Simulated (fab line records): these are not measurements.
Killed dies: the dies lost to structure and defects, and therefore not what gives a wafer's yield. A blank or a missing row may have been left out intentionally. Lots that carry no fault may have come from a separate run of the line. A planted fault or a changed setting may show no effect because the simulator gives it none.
Which tool is to blame? | flow sky130 | 6 lots, 18 wafers sampled, at 2 steps of a route of 708

## WHAT THE GAUGES READ, wafer by wafer
SKY_CAP2M_THK_MEAS_04: measures by xrf.
lot  | measured     | on           | CAP2M_TIN_THK (nm)
L216 | day 39 16:22 | filmMetro-04 | 204.0 204.4 203.5
L219 | day 40 13:59 | filmMetro-01 | 201.6 202.8 200.5
L221 | day 41 17:59 | filmMetro-01 | 195.5 196.9 198.7
L225 | day 43 01:54 | filmMetro-04 | 198.2 198.6 196.8
L230 | day 44 06:03 | filmMetro-02 | 203.2 204.8 204.3
L237 | day 45 16:53 | filmMetro-04 | 200.7 200.5 201.1

## EACH LOT AND THE TOOL THAT RAN IT (in order: tool; ch and the chambers of the sampled wafers; start)
lot  | SKY_VT_ADJUST_HVTR_STRIP_10
L216 | plasmaAsher-04 ch 0,1, day 9 13:15
L219 | plasmaAsher-03 ch 0,1, day 10 10:50
L221 | plasmaAsher-01 ch 0, day 11 13:05
L225 | plasmaAsher-01 ch 1, day 12 22:05
L230 | plasmaAsher-04 ch 0, day 14 04:59
L237 | plasmaAsher-03 ch 0,1, day 16 03:14
- SKY_VT_ADJUST_HVTR_STRIP_10: strips in O2/N2.

## THE ANSWER, worked out from the rows above alone
Rule: what is usual is taken from the lots themselves. Put in order of their means at a reading, lots are off if they are a third of the lots or fewer, leave a main group of 4 or more, and stand apart from it by a gap of 3 or more times the standard deviation of the main group's means; of several such gaps the widest counts. A main group is skipped when, at the precision printed for the reading in the tables above, its means are all equal. A lot without any number at a reading at which 4 lots or more have one is off too. Where the step has rows for the other lots, those lots are counted as sound.
No lot is off at any reading shown: from this, nothing can be told.

## WHAT THE SIMULATOR HAD PUT IN
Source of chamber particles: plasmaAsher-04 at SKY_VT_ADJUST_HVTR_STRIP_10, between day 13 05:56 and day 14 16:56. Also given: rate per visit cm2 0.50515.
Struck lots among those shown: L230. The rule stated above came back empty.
